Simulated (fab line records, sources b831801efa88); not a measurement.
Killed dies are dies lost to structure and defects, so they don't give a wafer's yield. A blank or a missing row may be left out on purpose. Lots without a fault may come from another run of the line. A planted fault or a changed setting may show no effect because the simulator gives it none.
Which tool did it? | flow gf180mcu | 6 lots, 18 wafers sampled, at 1 step of a route of 602

WHAT THE GAUGES READ, wafer by wafer
GF_STI_THK_MEAS_22.
lot  | measured    | on            | STI_OXIDATION_01_THK (nm)
L650 | day 2 13:28 | film_metro-03 | 14.78 14.93 15.07
L652 | day 3 00:28 | film_metro-03 | 15.07 14.91 15.07
L655 | day 3 15:55 | film_metro-02 | 15.35 14.98 15.37
L657 | day 4 00:52 | film_metro-02 | 14.78 14.49 14.51
L659 | day 4 12:22 | film_metro-03 | 14.40 14.62 14.65
L661 | day 4 22:28 | film_metro-02 | 15.06 15.14 14.91

WHICH TOOL RAN EACH LOT (tool, then ch and the chambers of the sampled wafers, then the start)
The record holds no process step before these readings.

THE ANSWER, worked out from the rows above alone
Rule: what is usual is taken from the lots themselves. Put in order of their means at a reading, lots are off if they are a third of the lots or fewer, leave a main group of 4 or more, and stand apart from it by a gap of 3 or more times the standard deviation of the main group's means; of several such gaps the widest counts. A main group whose means are all the same, to the digits that the tables above print for the reading, isn't used. A lot without any number at a reading at which 4 lots or more have one is off too. The other lots that the step has rows for count as sound.
No lot is off at any reading shown: from this, nothing can be told.

WHAT THE SIMULATOR HAD PUT IN
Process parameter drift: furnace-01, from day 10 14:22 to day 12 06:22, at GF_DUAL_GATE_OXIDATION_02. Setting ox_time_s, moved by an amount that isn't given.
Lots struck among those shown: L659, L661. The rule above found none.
